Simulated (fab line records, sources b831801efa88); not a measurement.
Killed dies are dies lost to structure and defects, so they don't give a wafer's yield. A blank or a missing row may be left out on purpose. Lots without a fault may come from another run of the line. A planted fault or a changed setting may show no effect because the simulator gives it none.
Which tool did it? | flow sky130 | 13 lots, 39 wafers sampled, at 5 steps of a route of 708

WHAT THE GAUGES READ, wafer by wafer
SKY_LDD_HVP_TW_MEAS_10. Usual: LDD_HVP_TW 458, standard deviation 5.
lot  | measured     | on            | LDD_HVP_TW  | flag
L440 | day 21 23:14 | film_metro-02 | 457 458 459 |
L442 | day 22 18:50 | film_metro-04 | 463 461 461 |
L441 | day 22 22:36 | film_metro-03 | 450 453 451 |
L447 | day 24 17:01 | film_metro-02 | 459 458 461 |
L448 | day 24 17:58 | film_metro-03 | 453 454 452 |
L449 | day 24 23:19 | film_metro-04 | 460 459 461 |
L450 | day 25 11:19 | film_metro-02 | 458 458 457 |
L451 | day 25 22:12 | film_metro-04 | 464 466 467 |
L452 | day 26 02:35 | film_metro-03 | 455 454 453 |
L460 | day 28 13:38 | film_metro-04 | 466 465 464 |
L461 | day 29 00:31 | film_metro-04 | 463 460 459 |
L462 | day 29 02:28 | film_metro-02 | 457 457 458 |
L463 | day 29 15:50 | film_metro-04 | 464 464 463 |

SKY_SD_P_CD_MEAS_07: target cd 380 nm. Usual: cd_nm 380.1 nm, standard deviation 1.9.
lot  | measured     | on        | cd_nm (nm)        | flag
L440 | day 25 17:37 | cd_sem-02 | 379.5 380.2 379.1 |
L442 | day 26 13:31 | cd_sem-02 | 377.7 374.5 378.6 |
L441 | day 26 18:09 | cd_sem-01 | 380.1 383.5 382.7 |
L447 | day 28 10:20 | cd_sem-02 | 381.0 379.1 379.6 |
L448 | day 28 12:29 | cd_sem-02 | 383.6 380.8 380.2 |
L449 | day 28 15:47 | cd_sem-02 | 379.8 377.7 377.3 |
L450 | day 29 03:25 | cd_sem-02 | 379.5 380.9 380.9 |
L451 | day 29 15:01 | cd_sem-02 | - - -             | OFF
L452 | day 29 19:07 | cd_sem-01 | 378.8 382.8 379.8 |
L460 | day 32 02:02 | cd_sem-01 | 382.2 382.4 381.4 |
L461 | day 32 12:22 | cd_sem-02 | 378.1 377.2 377.4 |
L462 | day 32 15:07 | cd_sem-02 | 377.0 379.8 380.1 |
L463 | day 33 05:03 | cd_sem-01 | 381.6 380.8 382.1 |

SKY_SD_P_TW_MEAS_11. Usual: SD_P_TW 2818, standard deviation 18.
lot  | measured     | on            | SD_P_TW        | flag
L440 | day 25 18:01 | film_metro-02 | 2831 2829 2835 |
L442 | day 26 13:55 | film_metro-01 | 2825 2811 2818 |
L441 | day 26 18:32 | film_metro-03 | 2812 2801 2820 |
L447 | day 28 10:44 | film_metro-03 | 2785 2808 2806 |
L448 | day 28 12:52 | film_metro-01 | 2812 2809 2817 |
L449 | day 28 16:09 | film_metro-03 | 2803 2799 2799 |
L450 | day 29 03:48 | film_metro-01 | 2822 2816 2811 |
L451 | day 29 15:23 | film_metro-02 | 30 30 30       | OFF
L452 | day 29 19:31 | film_metro-03 | 2816 2812 2799 |
L460 | day 32 02:26 | film_metro-01 | 2804 2813 2807 |
L461 | day 32 12:46 | film_metro-03 | 2795 2798 2790 |
L462 | day 32 15:31 | film_metro-03 | 2810 2801 2795 |
L463 | day 33 05:27 | film_metro-02 | 2860 2851 2862 |

WHICH TOOL RAN EACH LOT (tool, then ch and the chambers of the sampled wafers, then the start)
lot  | SKY_LDD_HVN_STRIP_09                 | SKY_SD_P_EXPOSE_04
L440 | plasma_asher-01 ch 0,1, day 20 16:41 | iline_stepper-02 ch 0, day 25 03:55
L442 | plasma_asher-01 ch 0,1, day 21 12:33 | iline_stepper-01 ch 0, day 25 23:23
L441 | plasma_asher-02 ch 0,1, day 21 16:14 | iline_stepper-01 ch 0, day 26 03:15
L447 | plasma_asher-02 ch 0,1, day 23 10:58 | iline_stepper-01 ch 0, day 27 20:19
L448 | plasma_asher-02 ch 0,1, day 23 11:37 | iline_stepper-02 ch 0, day 27 22:28
L449 | plasma_asher-01 ch 0,1, day 23 17:20 | iline_stepper-01 ch 0, day 28 02:29
L450 | plasma_asher-01 ch 0,1, day 24 05:50 | iline_stepper-01 ch 0, day 28 13:06
L451 | plasma_asher-01 ch 0,1, day 24 16:44 | iline_stepper-01 ch 0, day 29 01:35
L452 | plasma_asher-03 ch 0,1, day 24 20:54 | iline_stepper-01 ch 0, day 29 05:37
L460 | plasma_asher-01 ch 0,1, day 27 09:07 | iline_stepper-01 ch 0, day 31 12:58
L461 | plasma_asher-03 ch 0,1, day 27 19:50 | iline_stepper-01 ch 0, day 31 23:37
L462 | plasma_asher-01 ch 0,1, day 27 21:56 | iline_stepper-02 ch 0, day 32 01:49
L463 | plasma_asher-03 ch 0,1, day 28 12:01 | iline_stepper-01 ch 0, day 32 15:33
- SKY_LDD_HVN_STRIP_09: strips in O2/N2.
- SKY_SD_P_EXPOSE_04: exposes mask PSDM, target cd 380 nm.

WHAT THE TOOLS THEMSELVES READ (means of the sampled wafers that have a number; where no wafer has one, the mark that the record gives instead)
SKY_LDD_HVN_STRIP_09. Usual: drypump_motor_current_A 5.5 A, standard deviation 0.57; oes_product_au 0.409 a.u., standard deviation 0.0042; strip_time_to_endpoint_s 4.137 s, standard deviation 0.015.
lot  | tool            | drypump_motor_current_A (A) | oes_product_au (a.u.) | strip_time_to_endpoint_s (s) | flag
L440 | plasma_asher-01 | 5.1                         | 0.408                 | 4.151                        |
L442 | plasma_asher-01 | 5.1                         | 0.409                 | 4.127                        |
L441 | plasma_asher-02 | 6.0                         | 0.409                 | 4.125                        |
L447 | plasma_asher-02 | 6.0                         | 0.409                 | 4.125                        |
L448 | plasma_asher-02 | 6.0                         | 0.407                 | 4.110                        |
L449 | plasma_asher-01 | 5.0                         | 0.414                 | 4.121                        |
L450 | plasma_asher-01 | 5.1                         | 0.411                 | 4.139                        |
L451 | plasma_asher-01 | 5.0                         | 0.406                 | 4.136                        |
L452 | plasma_asher-03 | 5.6                         | 0.409                 | 4.152                        |
L460 | plasma_asher-01 | 5.0                         | 0.412                 | 4.151                        |
L461 | plasma_asher-03 | 5.6                         | 0.405                 | 4.147                        |
L462 | plasma_asher-01 | 5.1                         | 0.409                 | 4.150                        |
L463 | plasma_asher-03 | 5.6                         | 0.406                 | 4.144                        |

SKY_SD_P_EXPOSE_04. Usual: exposure_dose_mJ_cm2 138.00, standard deviation 0.12; focus_offset_nm 0.0 nm, standard deviation 0.5.
lot  | tool             | exposure_dose_mJ_cm2 | focus_offset_nm (nm) | flag
L440 | iline_stepper-02 | 137.92               | 0.2                  |
L442 | iline_stepper-01 | 137.92               | -0.7                 |
L441 | iline_stepper-01 | 138.04               | 0.2                  |
L447 | iline_stepper-01 | 137.90               | -0.2                 |
L448 | iline_stepper-02 | 137.87               | -0.4                 |
L449 | iline_stepper-01 | 138.11               | -0.5                 |
L450 | iline_stepper-01 | 138.07               | -0.8                 |
L451 | iline_stepper-01 | 137.92               | 0.2                  |
L452 | iline_stepper-01 | 138.12               | -0.4                 |
L460 | iline_stepper-01 | 137.98               | 0.0                  |
L461 | iline_stepper-01 | 137.98               | 0.6                  |
L462 | iline_stepper-02 | 138.05               | -0.0                 |
L463 | iline_stepper-01 | 138.11               | -0.3                 |

THE ANSWER, worked out from the rows above alone
Rule: a lot is off if the mean of its wafers that have a number lies more than 3 standard deviations from the usual mean. A lot without any number at a reading at which 4 lots or more have one is off too. The other lots that the step has rows for count as sound. The gauges are gone through in route order, then the tools' own readings, and for those a lot's mean is taken as printed above. The first step at which some lot is off is used, and at that step the reading that is off furthest; a lot without a number counts as furthest.
Off: L451, at SKY_SD_P_CD_MEAS_07 (cd_nm). Without a number there: L451.
A tool fits if, at a process step before that reading, it ran every lot that is off, and no sound lot after the first of them. The gauges at SKY_SD_P_CD_MEAS_07 aren't tried: what is off there is off at SKY_SD_P_TW_MEAS_11 too, on other tools, and a gauge's error can't cause that. None of those tried fits.

WHAT THE SIMULATOR HAD PUT IN
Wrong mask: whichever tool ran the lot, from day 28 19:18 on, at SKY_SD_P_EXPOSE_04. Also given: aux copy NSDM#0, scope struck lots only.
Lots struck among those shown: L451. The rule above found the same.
